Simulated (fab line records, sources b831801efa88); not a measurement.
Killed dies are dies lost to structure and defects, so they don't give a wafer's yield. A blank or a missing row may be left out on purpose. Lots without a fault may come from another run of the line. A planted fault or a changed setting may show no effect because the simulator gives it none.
A struck lot beside a sound one | flow sky130 | 17 steps out of a route of 708
Sound: wafers L292.1, L292.5, L292.6. Struck: wafers L297.1, L297.2, L297.6. The cause comes at the end.
At each step with rows: each side's tool, then ch and its chambers, then its first start. Under that, the readings that differ: sound wafers | struck wafers | difference of the means | sigmas: that difference in standard deviations of wafers without a fault.
alike: readings whose means differ by less than 2 such deviations, and words and numbers that are the same on both sides. not compared: withheld readings, readings that some wafer has no value for, bounds like >300 that may hide the same value, and numbers for which the record gives no deviation and whose values overlap.
The two part at a step that has a row with sigmas, a row that says differs or no value, or rows on one side only. Numbers that don't overlap but have no deviation are shown without sigmas and don't part them. A reading that every wafer of one side lacks parts them only if that side has two wafers or more.

SKY_POLY_GATE_ETCH_15: etches BARC in N2/H2, stops on SiO2, time 118.5 s, target depth 110 nm.
  sound on rie_diel-02 ch 0,2,3, day 16 19:53; struck on rie_diel-04 ch 0,1,2, day 18 13:26
  alike: drypump_motor_current_A, n2_flow_sccm, oes_product_au, throttle_valve_pct
  not compared: rf_hours_counter_h
SKY_POLY_GATE_ETCH_16: etches Si3N4 in CH3F/O2, stops on poly-Si, time 147.5 s, target depth 75 nm.
  sound on rie_diel-02 ch 0,2,3, day 16 19:58; struck on rie_diel-04 ch 0,1,2, day 18 13:31
  reading               | sound             | struck            | difference | sigmas
  oes_product_au (a.u.) | 0.637 0.644 0.646 | 0.633 0.631 0.633 | -0.010     | -2
  alike: drypump_motor_current_A, throttle_valve_pct
  not compared: rf_hours_counter_h
SKY_POLY_GATE_ETCH_17: etches poly-Si in HBr/Cl2, stops on SiO2, target depth 180 nm, time 70.5 s.
  sound on rie_si-02 ch 0,1,3, day 16 20:04; struck on rie_si-01 ch 0,1,3, day 18 13:37
  alike: drypump_motor_current_A, oes_product_au, throttle_valve_pct
  not compared: rf_hours_counter_h
SKY_POLY_GATE_STRIP_18: strips in O2/N2.
  sound on plasma_asher-02 ch 0,1, day 16 20:07; struck on plasma_asher-03 ch 0,1, day 18 13:40
  alike: drypump_motor_current_A, n2_flow_sccm, oes_product_au, strip_time_to_endpoint_s
  not compared: rf_hours_counter_h
then, 2 steps without rows for these wafers: SKY_POLY_GATE_CLEAN_19 (cleans in SC1/SC2, time 150 s); SKY_POLY_GATE_OXIDATION_20 (stabilise 600 s, purge 300 s, target thk 4 nm).
SKY_POLY_GATE_THK_MEAS_21:
  sound on film_metro-01, day 16 23:42; struck on film_metro-02, day 18 15:24
  alike: POLY_GATE_OXIDATION_THK
SKY_POLY_GATE_CD_MEAS_22:
  sound on cd_sem-01, day 16 23:46; struck on cd_sem-01, day 18 15:28
  alike: cd_nm
then, 4 steps without rows for these wafers: SKY_LDD_N_DEHYDRATE_00 (time 60 s); SKY_LDD_N_HMDS_01 (prime time 60 s); SKY_LDD_N_COAT_02 (resist thk 300 nm); SKY_LDD_N_SOFTBAKE_03 (time 60 s).
SKY_LDD_N_EXPOSE_04: exposes mask NTM, target cd 840 nm.
  sound on iline_stepper-02 ch 0, day 17 13:50; struck on iline_stepper-01 ch 0, day 19 05:53
  reading                       | sound                   | struck               | difference | sigmas
  model.LDD_N.overlay_x_nm (nm) | -0.2691 -0.2691 -0.2691 | -47.44 -47.44 -47.44 | -47.17     |
  alike: mask
then, 2 steps without rows for these wafers: SKY_LDD_N_PEB_05; SKY_LDD_N_DEVELOP_06 (develop time 60 s).
SKY_LDD_N_OVL_MEAS_07:
  sound on overlay-02, day 18 04:26; struck on overlay-02, day 19 21:56
  reading        | sound        | struck            | difference | sigmas
  LDD_N_OVL (nm) | 1.2 1.5 -0.5 | -45.7 -43.5 -46.8 | -46.1      | -33
  not compared: hold
SKY_PAD_OPEN_PROBE_99:
  the record has rows for the sound wafers here (prober-01, day 46 01:42) and none for the struck ones

WHERE THEY PART
First at SKY_POLY_GATE_ETCH_16; last, within this record, at SKY_PAD_OPEN_PROBE_99.

WHY: what the simulator had put in
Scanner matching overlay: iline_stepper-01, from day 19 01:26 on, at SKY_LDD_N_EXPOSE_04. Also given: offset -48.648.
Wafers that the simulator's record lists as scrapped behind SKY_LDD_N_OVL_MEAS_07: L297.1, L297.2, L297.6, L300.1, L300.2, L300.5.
